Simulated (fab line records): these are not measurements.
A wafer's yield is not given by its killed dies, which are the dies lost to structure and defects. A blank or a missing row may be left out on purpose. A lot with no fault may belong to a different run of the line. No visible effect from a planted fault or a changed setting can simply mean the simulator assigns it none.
fab line records -- flow sky130
record: lots: 11, wafers: 33, lastDay: 51
route steps=708 shown LI_CONTACT@374 LOCAL_INTERCONNECT@387 CONTACT@411 PAD_OPEN@708
lots with no fault: from the same line, run without faults
startH: hours from the record's first day to the start of the lot's first wafer shown -- waitH: hours from the lot's prior step to this one -- " same as the row above -- L1.1+2: a row that stands for several wafers -- - no value, or no start given -- * or withheld: withheld -- < > ~ a bound
route shown NAME@n: a module of which the file shows steps, and the number in the route of the first -- usual: average and standard deviation across the fault-free wafers -- same: alike in all rows -- chamber/n: place in a boat -- sites: each site's reading -- _std_site: standard deviation of those values -- _edge_site: outer sites' mean less inner sites' -- radiusMm: how far each site lies from the wafer's centre -- mask NAME#n: copy n -- behind: the tool/chamber that last shaped the wafer -- hold: why the lot went on hold/how many hours it stayed there/how the hold came to an end -- device: transistor that didn't switch, given as n, p or np -- end of line: at the end of the route, the tests of the same wafers -- where a step has no rows: the recipe by itself -- killed: dies that structure and defects cost at the first sort, which is not the same as the wafer's yield -- map: per-die view of a wafer (x killed, . not killed, _ where there is no die)
set.NAME: the run value of the setting; set.NAME@STEP: its run value at that earlier step -- model.NAME: the simulator's own value behind a step, which no gauge read
the route's steps for a sample of lots (tables are steps, rows are wafers)
services: a tool's chamber out of use, with start hour (startH, from the record's first day; less than 0 if before it), hours out, and reason
== steps ==
step: SKY_LI_CONTACT_CD_MEAS_12
recipe: targetCdNm: 170
usual: cdNm: 170.1/1.5
lot.wafer,tool,chamber,startH,waitH,cdNm
L572.3,cdSem-01,-,701.96,-,168.7
L572.5,cdSem-01,-,701.96,-,169.4
L572.6,cdSem-01,-,701.96,-,168.6
L574.2,cdSem-01,-,722.39,-,168.4
L574.3,cdSem-01,-,722.39,-,168.5
L574.6,cdSem-01,-,722.39,-,170.6
L576.1,cdSem-02,-,735.76,-,172.8
L576.2,cdSem-02,-,735.76,-,169.8
L576.4,cdSem-02,-,735.76,-,170.3
L577.4,cdSem-01,-,744.18,-,171.3
L577.5,cdSem-01,-,744.18,-,172.2
L577.6,cdSem-01,-,744.18,-,171.4
L578.1,cdSem-01,-,752.69,-,171.5
L578.3,cdSem-01,-,752.69,-,170.6
L578.6,cdSem-01,-,752.69,-,170.5
L580.1,cdSem-01,-,764.49,-,172.2
L580.2,cdSem-01,-,764.49,-,171.4
L580.5,cdSem-01,-,764.49,-,171.6
L583.1,cdSem-02,-,788.67,-,169.8
L583.2,cdSem-02,-,788.67,-,171.4
L583.5,cdSem-02,-,788.67,-,170.0
L590.2,cdSem-01,-,842.93,-,171.4
L590.4,cdSem-01,-,842.93,-,170.3
L590.5,cdSem-01,-,842.93,-,169.4
L592.1,cdSem-01,-,852.61,-,173.1
L592.4,cdSem-01,-,852.61,-,173.1
L592.6,cdSem-01,-,852.61,-,172.8
L593.1,cdSem-02,-,864.26,-,168.9
L593.3,cdSem-02,-,864.26,-,169.0
L593.5,cdSem-02,-,864.26,-,168.3
L594.2,cdSem-02,-,872.81,-,171.1
L594.4,cdSem-02,-,872.81,-,171.2
L594.6,cdSem-02,-,872.81,-,170.5
step: SKY_LOCAL_INTERCONNECT_SPUTTER_00
recipe: material: TiN, targetThkNm: 100, tempC: 300, powerW: 6500, timeS: 83.3, chamberPressurePa: 0.4
usual: throttleValvePct: 29.6/1.4
lot.wafer,tool,chamber,startH,waitH,throttleValvePct
L572.3,pvdSputter-03,-,703.24,0.2,28.4
L572.5,pvdSputter-03,-,703.24,0.2,28.5
L572.6,pvdSputter-03,-,703.24,0.2,27.7
L574.2,pvdSputter-01,-,723.69,0.2,29.5
L574.3,pvdSputter-01,-,723.69,0.2,29.0
L574.6,pvdSputter-01,-,723.69,0.2,31.1
L576.1,pvdSputter-01,-,737.08,0.2,28.7
L576.2,pvdSputter-01,-,737.08,0.2,31.3
L576.4,pvdSputter-01,-,737.08,0.2,30.8
L577.4,pvdSputter-02,-,745.47,0.2,32.0
L577.5,pvdSputter-02,-,745.47,0.2,28.4
L577.6,pvdSputter-02,-,745.47,0.2,31.0
L578.1,pvdSputter-03,-,754.01,0.1,31.4
L578.3,pvdSputter-03,-,754.01,0.1,28.7
L578.6,pvdSputter-03,-,754.01,0.1,28.7
L580.1,pvdSputter-03,-,765.82,0.2,29.5
L580.2,pvdSputter-03,-,765.82,0.2,28.4
L580.5,pvdSputter-03,-,765.82,0.2,27.7
L583.1,pvdSputter-02,-,790.20,0.1,29.3
L583.2,pvdSputter-02,-,790.20,0.1,28.4
L583.5,pvdSputter-02,-,790.20,0.1,28.2
L590.2,pvdSputter-03,-,844.23,0.2,27.4
L590.4,pvdSputter-03,-,844.23,0.2,27.4
L590.5,pvdSputter-03,-,844.23,0.2,28.9
L592.1,pvdSputter-03,-,853.95,0.1,27.6
L592.4,pvdSputter-03,-,853.95,0.1,28.5
L592.6,pvdSputter-03,-,853.95,0.1,27.3
L593.1,pvdSputter-03,-,865.58,0.1,28.5
L593.3,pvdSputter-03,-,865.58,0.1,31.2
L593.5,pvdSputter-03,-,865.58,0.1,27.7
L594.2,pvdSputter-01,-,874.11,0.1,29.3
L594.4,pvdSputter-01,-,874.11,0.1,30.6
L594.6,pvdSputter-01,-,874.11,0.1,30.6
step: SKY_LOCAL_INTERCONNECT_ETCH_13
recipe: chemistry: N2/H2, target: BARC, ionEnergyEv: 200, biasW: 100, pressureMtorr: 30, n2FlowSccm: 100, h2FlowSccm: 200, icpW: 500, stopOn: SiO2, timeS: 45.9, targetDepthA: 600
usual: chamberPressureMTorr: 30.001/0.027, drypumpMotorCurrentA: 5.4/0.42, n2FlowSccm: 100.03/0.28, oesProductAu: 0.854/0.0049, throttleValvePct: 13.225/0.0096
lot.wafer,tool,chamber,startH,waitH,chamberPressureMTorr,drypumpMotorCurrentA,n2FlowSccm,oesProductAu,rfHoursCounterH,throttleValvePct
L572.3,rieMetal-02,0,732.39,0.0,30.020,5.9,99.99,0.860,-,13.216
L572.5,rieMetal-02,1,732.39,0.0,29.977,5.1,100.27,0.855,-,13.241
L572.6,rieMetal-02,0,732.39,0.0,30.032,5.9,99.45,0.858,-,13.243
L574.2,rieMetal-02,1,751.46,0.0,30.002,5.0,100.01,0.859,10,13.222
L574.3,rieMetal-02,1,751.46,0.0,30.039,5.0,99.80,0.850,-,13.212
L574.6,rieMetal-02,1,751.46,0.0,29.996,5.1,99.85,0.860,-,13.216
L576.1,rieMetal-01,1,764.91,0.0,29.990,5.0,100.12,0.851,8,13.221
L576.2,rieMetal-01,0,764.91,0.0,30.031,5.6,100.10,0.863,5,13.230
L576.4,rieMetal-01,1,764.91,0.0,29.981,5.0,99.95,0.851,-,13.213
L577.4,rieMetal-02,0,773.08,0.0,30.022,6.0,100.44,0.860,-,13.220
L577.5,rieMetal-02,1,773.08,0.0,30.003,5.1,99.54,0.856,-,13.234
L577.6,rieMetal-02,0,773.08,0.0,30.006,6.0,100.25,0.854,-,13.234
L578.1,rieMetal-02,1,782.41,0.0,30.067,5.0,99.73,0.853,11,13.228
L578.3,rieMetal-02,0,782.41,0.0,30.008,5.9,99.80,0.847,-,13.210
L578.6,rieMetal-02,1,782.41,0.0,30.002,5.1,99.60,0.855,-,13.218
L580.1,rieMetal-02,0,794.09,0.0,30.010,5.9,99.94,0.852,13,13.224
L580.2,rieMetal-02,1,794.09,0.0,29.997,5.1,100.23,0.851,11,13.233
L580.5,rieMetal-02,1,794.09,0.0,29.948,5.1,100.58,0.850,-,13.225
L583.1,rieMetal-02,0,817.71,0.0,30.021,5.9,100.05,0.860,14,13.228
L583.2,rieMetal-02,1,817.71,0.0,30.023,5.0,99.63,0.850,12,13.235
L583.5,rieMetal-02,1,817.71,0.0,30.020,5.0,99.69,0.842,-,13.223
L590.2,rieMetal-01,1,870.81,0.0,29.975,5.0,99.50,0.851,12,13.229
L590.4,rieMetal-01,1,870.81,0.0,30.010,5.0,100.15,0.849,-,13.220
L590.5,rieMetal-01,1,870.81,0.0,30.024,5.0,100.25,0.860,-,13.225
L592.1,rieMetal-02,0,880.84,0.0,29.976,5.9,100.13,0.860,16,13.217
L592.4,rieMetal-02,1,880.84,0.0,30.050,5.1,99.40,0.856,-,13.226
L592.6,rieMetal-02,1,880.84,0.0,30.023,5.1,100.33,0.857,-,13.236
L593.1,rieMetal-03,0,892.62,0.0,30.052,5.0,100.59,0.859,14,13.217
L593.3,rieMetal-03,1,892.62,0.0,30.033,6.1,100.12,0.852,-,13.229
L593.5,rieMetal-03,0,892.62,0.0,30.044,5.1,100.39,0.854,-,13.232
L594.2,rieMetal-02,1,901.74,0.0,29.973,5.0,100.31,0.855,-,13.235
L594.4,rieMetal-02,1,901.74,0.0,29.959,5.1,100.27,0.847,-,13.241
L594.6,rieMetal-02,1,901.74,0.0,29.950,5.0,100.34,0.854,-,13.228
step: SKY_LOCAL_INTERCONNECT_STRIP_15
recipe: chemistry: O2/N2, powerW: 1400, pressureMtorr: 1500, platenTempC: withheld, o2FlowSccm: 3000, n2FlowSccm: 300, overashFraction: 0.5
usual: chamberPressureMTorr: 1500.1/1.3, drypumpMotorCurrentA: 5.7/0.3, n2FlowSccm: 299.9/0.91, oesProductAu: 0.427/0.0042, stripTimeToEndpointS: 4.714/0.017
lot.wafer,tool,chamber,startH,waitH,chamberPressureMTorr,drypumpMotorCurrentA,n2FlowSccm,oesProductAu,rfHoursCounterH,stripTimeToEndpointS
L572.3,plasmaAsher-03,1,732.51,0.1,1499.0,5.6,298.7,0.427,-,4.708
L572.5,plasmaAsher-03,1,732.51,0.1,1499.5,5.6,300.3,0.423,-,4.741
L572.6,plasmaAsher-03,0,732.51,0.1,1500.2,5.3,299.0,0.419,-,4.722
L574.2,plasmaAsher-04,1,751.58,0.0,1498.0,5.8,299.4,0.426,30,4.714
L574.3,plasmaAsher-04,0,751.58,0.0,1499.0,5.2,300.6,0.432,-,4.721
L574.6,plasmaAsher-04,1,751.58,0.0,1500.5,5.9,298.3,0.430,-,4.703
L576.1,plasmaAsher-03,0,765.03,0.0,1499.6,5.3,298.9,0.434,63,4.726
L576.2,plasmaAsher-03,1,765.03,0.0,1500.9,5.6,299.3,0.428,63,4.718
L576.4,plasmaAsher-03,0,765.03,0.0,1498.5,5.3,299.6,0.425,-,4.703
L577.4,plasmaAsher-02,0,773.21,0.1,1498.4,6.1,298.8,0.429,-,4.686
L577.5,plasmaAsher-02,0,773.21,0.1,1500.8,6.1,299.2,0.424,-,4.684
L577.6,plasmaAsher-02,1,773.21,0.1,1499.3,5.6,298.9,0.427,-,4.669
L578.1,plasmaAsher-02,0,782.53,0.0,1500.9,6.1,298.9,0.422,96,4.717
L578.3,plasmaAsher-02,1,782.53,0.0,1500.3,5.6,298.8,0.429,-,4.696
L578.6,plasmaAsher-02,1,782.53,0.0,1499.3,5.6,299.5,0.427,-,4.722
L580.1,plasmaAsher-03,0,794.21,0.0,1501.2,5.3,300.6,0.426,66,4.722
L580.2,plasmaAsher-03,1,794.21,0.0,1501.3,5.6,300.8,0.432,66,4.703
L580.5,plasmaAsher-03,0,794.21,0.0,1500.1,5.3,300.3,0.432,-,4.791
L583.1,plasmaAsher-02,0,817.83,0.0,1501.8,6.1,298.7,0.427,100,4.719
L583.2,plasmaAsher-02,1,817.83,0.0,1500.3,5.6,300.9,0.425,100,4.713
L583.5,plasmaAsher-02,1,817.83,0.0,1499.4,5.6,300.9,0.427,-,4.801
L590.2,plasmaAsher-04,0,870.93,0.0,1501.0,5.2,300.8,0.431,42,4.727
L590.4,plasmaAsher-04,1,870.93,0.0,1499.8,5.8,299.5,0.428,-,4.717
L590.5,plasmaAsher-04,1,870.93,0.0,1498.6,5.8,300.1,0.425,-,4.717
L592.1,plasmaAsher-02,0,880.96,0.0,1500.1,6.1,300.8,0.427,107,4.690
L592.4,plasmaAsher-02,1,880.96,0.0,1502.3,5.6,299.1,0.435,-,4.716
L592.6,plasmaAsher-02,0,880.96,0.0,1500.7,6.1,300.7,0.431,-,4.702
L593.1,plasmaAsher-02,0,892.73,0.0,1500.7,6.1,300.4,0.425,108,4.710
L593.3,plasmaAsher-02,1,892.73,0.0,1498.1,5.6,301.1,0.426,-,4.708
L593.5,plasmaAsher-02,0,892.73,0.0,1499.1,6.1,297.5,0.430,-,4.723
L594.2,plasmaAsher-02,0,901.94,0.1,1499.3,6.1,299.7,0.425,109,4.723
L594.4,plasmaAsher-02,1,901.94,0.1,1502.3,5.6,300.6,0.425,-,4.716
L594.6,plasmaAsher-02,1,901.94,0.1,1498.5,5.6,298.2,0.426,-,4.712
step: SKY_CONTACT_BOW_MEAS_05
recipe: mode: bow
usual: CONTACT_BOW: 82/7.1
lot.wafer,tool,chamber,startH,waitH,CONTACT_BOW[um]
L572.3,filmMetro-02,-,733.64,0.3,81
L572.5,filmMetro-02,-,733.64,0.3,95
L572.6,filmMetro-02,-,733.64,0.3,82
L574.2,filmMetro-02,-,752.72,0.2,65
L574.3,filmMetro-02,-,752.72,0.2,78
L574.6,filmMetro-02,-,752.72,0.2,85
L576.1,filmMetro-02,-,766.21,0.1,78
L576.2,filmMetro-02,-,766.21,0.1,91
L576.4,filmMetro-02,-,766.21,0.1,76
L577.4,filmMetro-04,-,774.39,0.2,83
L577.5,filmMetro-04,-,774.39,0.2,79
L577.6,filmMetro-04,-,774.39,0.2,89
L578.1,filmMetro-02,-,783.64,0.2,78
L578.3,filmMetro-02,-,783.64,0.2,78
L578.6,filmMetro-02,-,783.64,0.2,76
L580.1,filmMetro-02,-,795.68,0.1,90
L580.2,filmMetro-02,-,795.68,0.1,81
L580.5,filmMetro-02,-,795.68,0.1,78
L583.1,filmMetro-01,-,819.42,0.2,83
L583.2,filmMetro-01,-,819.42,0.2,82
L583.5,filmMetro-01,-,819.42,0.2,95
L590.2,filmMetro-02,-,872.10,0.2,77
L590.4,filmMetro-02,-,872.10,0.2,83
L590.5,filmMetro-02,-,872.10,0.2,93
L592.1,filmMetro-01,-,882.11,0.2,82
L592.4,filmMetro-01,-,882.11,0.2,78
L592.6,filmMetro-01,-,882.11,0.2,80
L593.1,filmMetro-02,-,893.84,0.1,74
L593.3,filmMetro-02,-,893.84,0.1,78
L593.5,filmMetro-02,-,893.84,0.1,86
L594.2,filmMetro-04,-,903.08,0.3,77
L594.4,filmMetro-04,-,903.08,0.3,95
L594.6,filmMetro-04,-,903.08,0.3,79
step: SKY_PAD_OPEN_PROBE_99
usual: killed_at_M0_to_M3: 43/7.3, killed_at_M4_up: 3.2/1.9, killedAtContacts: 24/5.5, killedAtFrontEnd: 15/4.7, killedAtOther: 0.5/0.75, killedDies: 85/9.5, killedOpen: 46/7, killedShort: 38/7.4
same: grossDies: 492, killedAtBackSide: 0
lot.wafer,tool,chamber,startH,waitH,killed_at_M0_to_M3,killed_at_M4_up,killedAtContacts,killedAtFrontEnd,killedAtOther,killedDies,killedOpen,killedShort
L572.3,prober-02,-,1104.54,0.2,60,5,27,6,0,98,56,41
L572.5,prober-02,-,1104.64,0.2,54,2,14,16,0,86,48,38
L572.6,prober-02,-,1104.69,0.2,53,4,20,15,0,92,46,44
L574.2,prober-02,-,1117.18,0.1,34,3,33,14,0,84,49,35
L574.3,prober-02,-,1117.23,0.2,46,4,18,18,1,87,45,42
L574.6,prober-02,-,1117.38,0.2,52,2,21,4,3,82,47,35
L576.1,prober-02,-,1128.44,0.1,44,2,14,20,0,80,44,36
L576.2,prober-02,-,1128.49,0.1,41,5,20,20,0,86,47,38
L576.4,prober-02,-,1128.59,0.2,50,1,19,9,0,79,45,34
L577.4,prober-01,-,1133.50,0.2,44,1,27,17,0,89,61,24
L577.5,prober-01,-,1133.55,0.2,41,2,27,13,0,83,52,31
L577.6,prober-01,-,1133.60,0.2,48,1,22,17,0,88,50,38
L578.1,prober-02,-,1140.98,0.1,39,4,17,7,0,67,36,31
L578.3,prober-02,-,1141.08,0.2,42,3,22,14,0,81,46,35
L578.6,prober-02,-,1141.23,0.2,35,1,15,13,0,64,42,22
L580.1,prober-02,-,1152.43,0.1,46,3,30,11,1,91,49,41
L580.2,prober-02,-,1152.48,0.1,45,2,27,15,0,89,46,41
L580.5,prober-02,-,1152.63,0.2,42,4,17,26,2,91,49,39
L583.1,prober-01,-,1166.74,0.1,40,5,12,14,0,71,38,33
L583.2,prober-01,-,1166.79,0.1,33,3,33,11,0,80,43,37
L583.5,prober-01,-,1166.94,0.2,48,7,21,10,1,87,59,27
L590.2,prober-01,-,1201.89,0.1,37,4,37,17,0,95,45,50
L590.4,prober-01,-,1201.99,0.2,52,4,19,17,0,92,50,42
L590.5,prober-01,-,1202.04,0.2,42,5,28,15,1,91,59,31
L592.1,prober-01,-,1207.38,0.1,58,2,23,17,0,100,62,38
L592.4,prober-01,-,1207.53,0.2,50,5,26,14,2,97,58,37
L592.6,prober-01,-,1207.63,0.2,43,6,22,7,0,78,41,33
L593.1,prober-02,-,1213.34,0.1,47,3,18,17,0,85,44,41
L593.3,prober-02,-,1213.44,0.2,40,7,16,13,0,76,32,44
L593.5,prober-02,-,1213.54,0.2,38,3,20,7,1,69,31,37
L594.2,prober-02,-,1217.93,0.1,43,5,30,19,2,99,50,48
L594.4,prober-02,-,1218.03,0.2,52,6,27,13,3,101,66,34
L594.6,prober-02,-,1218.13,0.2,32,7,26,16,0,81,48,33
killed by level:class
L572.3 VIA1:geometricParticle:open=20 LI_CONTACT:geometricParticle:open=8 VIA2:geometricParticle:open=8 VIA3:geometricParticle:open=6 CONTACT:geometricParticle:short=6 METAL2:geometricParticle:short=6 CONTACT:geometricParticle:open=6 VIA1:geometricParticle:short=6
L572.5 METAL2:geometricParticle:short=13 CONTACT:geometricParticle:open=9 VIA1:geometricParticle:open=9 VIA2:geometricParticle:open=9 FIELD_ISO:geometricParticle:open=6 VIA3:geometricParticle:short=6 POLY_GATE:geometricParticle:short=4 METAL2:geometricParticle:open=4
L572.6 VIA1:geometricParticle:open=9 LI_CONTACT:geometricParticle:open=7 VIA2:geometricParticle:open=7 LOCAL_INTERCONNECT:geometricParticle:short=6 METAL3:geometricParticle:short=6 METAL2:geometricParticle:short=6 METAL1:geometricParticle:short=6 FIELD_ISO:geometricParticle:open=5
L574.2 LI_CONTACT:geometricParticle:open=12 VIA1:geometricParticle:open=9 LOCAL_INTERCONNECT:geometricParticle:short=8 VIA3:geometricParticle:open=7 CONTACT:geometricParticle:open=6 METAL2:geometricParticle:short=5 VIA2:geometricParticle:open=5 POLY_GATE:geometricParticle:short=4
L574.3 VIA1:geometricParticle:open=13 METAL2:geometricParticle:short=9 METAL1:geometricParticle:short=8 POLY_GATE:geometricParticle:open=6 CONTACT:geometricParticle:open=6 VIA3:geometricParticle:open=5 CONTACT:geometricParticle:short=4 FIELD_ISO:geometricParticle:short=3
L574.6 VIA1:geometricParticle:open=12 CONTACT:geometricParticle:open=9 VIA2:geometricParticle:open=9 VIA3:geometricParticle:open=6 VIA1:geometricParticle:short=5 METAL2:geometricParticle:short=5 VIA3:geometricParticle:short=5 LI_CONTACT:geometricParticle:short=4
L576.1 VIA2:geometricParticle:open=7 VIA1:geometricParticle:short=7 POLY_GATE:geometricParticle:open=6 VIA3:geometricParticle:open=6 METAL2:geometricParticle:short=6 VIA1:geometricParticle:open=6 POLY_GATE:geometricParticle:short=5 CONTACT:geometricParticle:open=5
L576.2 VIA1:geometricParticle:open=10 CONTACT:geometricParticle:open=6 LOCAL_INTERCONNECT:geometricParticle:short=6 VIA3:geometricParticle:open=6 FIELD_ISO:geometricParticle:short=5 POLY_GATE:geometricParticle:open=5 POLY_GATE:geometricParticle:short=5 METAL4:geometricParticle:short=5
L576.4 VIA1:geometricParticle:open=12 CONTACT:geometricParticle:open=11 VIA2:geometricParticle:open=9 VIA1:geometricParticle:short=6 VIA3:geometricParticle:open=6 METAL2:geometricParticle:short=5 VIA3:geometricParticle:short=5 CONTACT:geometricParticle:short=4
L577.4 VIA1:geometricParticle:open=19 CONTACT:geometricParticle:open=15 METAL1:geometricParticle:short=8 LI_CONTACT:geometricParticle:open=5 FIELD_ISO:geometricParticle:open=4 VIA3:geometricParticle:open=4 CONTACT:geometricParticle:short=4 SPACER:geometricParticle:open=3
L577.5 LI_CONTACT:geometricParticle:open=12 VIA1:geometricParticle:open=12 VIA2:geometricParticle:open=7 LOCAL_INTERCONNECT:geometricParticle:short=6 VIA1:geometricParticle:short=6 VIA3:geometricParticle:open=6 FIELD_ISO:geometricParticle:short=4 FIELD_ISO:geometricParticle:open=4
L577.6 METAL1:geometricParticle:short=11 VIA1:geometricParticle:open=10 FIELD_ISO:geometricParticle:open=9 LI_CONTACT:geometricParticle:open=8 CONTACT:geometricParticle:open=7 VIA1:geometricParticle:short=7 VIA2:geometricParticle:open=6 VIA3:geometricParticle:short=4
L578.1 VIA1:geometricParticle:open=9 METAL2:geometricParticle:short=8 CONTACT:geometricParticle:open=7 LI_CONTACT:geometricParticle:open=5 VIA3:geometricParticle:open=5 VIA2:geometricParticle:open=4 POLY_GATE:geometricParticle:short=3 LOCAL_INTERCONNECT:geometricParticle:short=3
L578.3 VIA1:geometricParticle:open=10 CONTACT:geometricParticle:open=9 VIA3:geometricParticle:open=7 FIELD_ISO:geometricParticle:open=6 METAL1:geometricParticle:short=6 LI_CONTACT:geometricParticle:open=5 LOCAL_INTERCONNECT:geometricParticle:short=5 METAL2:geometricParticle:short=5
L578.6 VIA1:geometricParticle:open=11 VIA3:geometricParticle:open=9 FIELD_ISO:geometricParticle:short=5 CONTACT:geometricParticle:open=5 VIA2:geometricParticle:open=5 LI_CONTACT:geometricParticle:open=5 METAL1:geometricParticle:short=4 FIELD_ISO:geometricParticle:open=3
L580.1 VIA1:geometricParticle:open=13 CONTACT:geometricParticle:open=9 METAL1:geometricParticle:short=9 LI_CONTACT:geometricParticle:open=8 CONTACT:geometricParticle:short=8 VIA1:geometricParticle:short=5 VIA3:geometricParticle:open=4 METAL4:geometricParticle:short=3
L580.2 VIA1:geometricParticle:open=11 CONTACT:geometricParticle:open=7 LOCAL_INTERCONNECT:geometricParticle:short=6 METAL1:geometricParticle:short=6 VIA3:geometricParticle:open=6 CONTACT:geometricParticle:short=5 VIA2:geometricParticle:open=5 LI_CONTACT:geometricParticle:open=4
L580.5 VIA1:geometricParticle:open=17 CONTACT:geometricParticle:open=9 METAL2:geometricParticle:short=8 FIELD_ISO:geometricParticle:open=5 FIELD_ISO:geometricParticle:short=4 POLY_GATE:geometricParticle:open=4 METAL1:geometricParticle:short=4 POLY_GATE:geometricParticle:short=3
L583.1 VIA1:geometricParticle:open=12 CONTACT:geometricParticle:open=6 VIA2:geometricParticle:open=6 POLY_CUT:geometricParticle:short=5 LOCAL_INTERCONNECT:geometricParticle:short=4 VIA1:geometricParticle:short=4 FIELD_ISO:geometricParticle:open=3 POLY_GATE:geometricParticle:short=3
L583.2 CONTACT:geometricParticle:open=11 LI_CONTACT:geometricParticle:open=8 VIA2:geometricParticle:open=7 CONTACT:geometricParticle:short=6 POLY_GATE:geometricParticle:short=5 VIA1:geometricParticle:open=5 VIA3:geometricParticle:open=5 FIELD_ISO:geometricParticle:open=4
L583.5 VIA1:geometricParticle:open=15 VIA3:geometricParticle:open=11 LI_CONTACT:geometricParticle:open=8 CONTACT:geometricParticle:open=8 VIA2:geometricParticle:open=7 METAL4:geometricParticle:short=6 FIELD_ISO:geometricParticle:short=4 FIELD_ISO:geometricParticle:open=4
L590.2 LI_CONTACT:geometricParticle:open=12 LI_CONTACT:geometricParticle:short=8 CONTACT:geometricParticle:open=8 CONTACT:geometricParticle:short=7 METAL1:geometricParticle:short=7 VIA3:geometricParticle:open=6 FIELD_ISO:geometricParticle:short=5 VIA1:geometricParticle:open=5
L590.4 VIA1:geometricParticle:open=16 METAL2:geometricParticle:short=7 METAL1:geometricParticle:short=7 LI_CONTACT:geometricParticle:open=6 VIA3:geometricParticle:open=6 CONTACT:geometricParticle:open=5 FIELD_ISO:geometricParticle:open=4 POLY_GATE:geometricParticle:short=4
L590.5 CONTACT:geometricParticle:open=14 VIA1:geometricParticle:open=13 LI_CONTACT:geometricParticle:open=7 VIA3:geometricParticle:open=6 VIA2:geometricParticle:open=4 METAL3:geometricParticle:short=4 POLY_GATE:geometricParticle:short=3 METAL1:geometricParticle:short=3
L592.1 CONTACT:geometricParticle:open=14 VIA2:geometricParticle:open=10 VIA1:geometricParticle:open=9 VIA3:geometricParticle:open=9 FIELD_ISO:geometricParticle:short=6 METAL2:geometricParticle:short=6 METAL3:geometricParticle:short=5 POLY_GATE:geometricParticle:open=4
L592.4 VIA1:geometricParticle:open=13 CONTACT:geometricParticle:open=12 VIA3:geometricParticle:open=8 CONTACT:geometricParticle:short=7 VIA2:geometricParticle:open=6 METAL2:geometricParticle:short=5 METAL1:geometricParticle:short=5 LI_CONTACT:geometricParticle:open=5
L592.6 CONTACT:geometricParticle:open=9 VIA3:geometricParticle:open=8 VIA1:geometricParticle:open=7 LI_CONTACT:geometricParticle:open=5 VIA1:geometricParticle:short=5 VIA2:geometricParticle:short=5 CONTACT:geometricParticle:short=4 METAL2:geometricParticle:short=4
L593.1 VIA1:geometricParticle:open=13 VIA1:geometricParticle:short=8 METAL2:geometricParticle:short=8 POLY_GATE:geometricParticle:short=6 LI_CONTACT:geometricParticle:open=5 CONTACT:geometricParticle:open=5 VIA2:geometricParticle:open=5 VIA3:geometricParticle:open=5
L593.3 VIA1:geometricParticle:open=8 METAL2:geometricParticle:short=6 LI_CONTACT:geometricParticle:open=6 METAL4:geometricParticle:short=6 FIELD_ISO:geometricParticle:short=5 METAL3:geometricParticle:short=5 POLY_GATE:geometricParticle:open=4 CONTACT:geometricParticle:open=4
L593.5 VIA1:geometricParticle:open=9 METAL2:geometricParticle:short=6 CONTACT:geometricParticle:open=5 LI_CONTACT:geometricParticle:open=5 CONTACT:geometricParticle:short=5 VIA1:geometricParticle:short=5 VIA2:geometricParticle:short=5 VIA2:geometricParticle:open=4
L594.2 VIA1:geometricParticle:open=12 CONTACT:geometricParticle:open=10 METAL2:geometricParticle:short=9 LI_CONTACT:geometricParticle:open=7 FIELD_ISO:geometricParticle:short=6 CONTACT:geometricParticle:short=6 POLY_GATE:geometricParticle:open=5 VIA1:geometricParticle:short=5
L594.4 VIA1:geometricParticle:open=11 VIA2:geometricParticle:open=11 LI_CONTACT:geometricParticle:open=9 CONTACT:geometricParticle:open=9 FIELD_ISO:geometricParticle:open=6 POLY_GATE:geometricParticle:open=5 CONTACT:geometricParticle:short=5 VIA1:geometricParticle:short=5
L594.6 VIA1:geometricParticle:open=13 CONTACT:geometricParticle:open=12 FIELD_ISO:geometricParticle:open=6 LI_CONTACT:geometricParticle:open=6 FIELD_ISO:geometricParticle:short=4 VIA2:geometricParticle:open=4 POLY_GATE:geometricParticle:short=3 LI_CONTACT:geometricParticle:short=3
== services ==
tool,chamber,startH,hours,kind
rieMetal-03,-,688.77,26.4,repair
plasmaAsher-04,-,694.38,2.0,repair
pvdSputter-03,-,720.97,3.3,repair
pvdSputter-03,-,737.35,1.5,repair
pvdSputter-02,0,744.50,-,consumableReplace:kit
pvdSputter-02,0,744.50,18.0,scheduledDown
pvdSputter-02,0,744.50,18.0,ventCycle
rieMetal-02,-,798.20,0.2,repair
plasmaAsher-02,-,806.72,0.6,repair
plasmaAsher-03,-,812.07,12.7,repair
rieMetal-02,-,827.17,1.4,pm
plasmaAsher-04,-,830.16,7.1,repair
rieMetal-02,0,837.55,3.2,repair
pvdSputter-03,0,842.48,-,consumableReplace:kit
pvdSputter-03,0,842.48,18.0,scheduledDown
pvdSputter-03,0,842.48,18.0,ventCycle
pvdSputter-01,-,884.63,2.1,repair
rieMetal-02,0,889.52,-,clean
rieMetal-02,0,889.52,32.9,scheduledDown
rieMetal-02,0,889.52,32.9,ventCycle
pvdSputter-02,3,894.32,-,consumableReplace:kit
pvdSputter-02,3,894.32,18.0,scheduledDown
pvdSputter-02,3,894.32,18.0,ventCycle
pvdSputter-02,-,900.67,3.4,repair
== key ==
firstSign: step: SKY_LOCAL_INTERCONNECT_STRIP_15, reading: stripTimeToEndpointS, direction: up, sigmas: 4.7, usual: *, struck: *
effect none on later readings
metAt SKY_LOCAL_INTERCONNECT_ETCH_13
struckLots L580,L583
struckWafers L580.5,L583.5
testerLeftOut L580,L583
notActingAt SKY_LI_CONTACT_CD_MEAS_12,SKY_LOCAL_INTERCONNECT_SPUTTER_00,SKY_CONTACT_BOW_MEAS_05
onsetBetween 782.41 794.09
fault: kind: processParameterDrift, tool: rieMetal-02, chamber: -, onsetH: 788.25, steps: SKY_LOCAL_INTERCONNECT_ETCH_13, channel: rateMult, offset: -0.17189, shape: step, endH: 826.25, scope: struckWafersOnly
testerLeftOut: of these lots the tester's yield and bins aren't shown, on N5 and GAA mostly nor the transistor test; their killed dies are dies lost to structure and defects alone, not to doping, threshold or leakage, so they don't give the yield
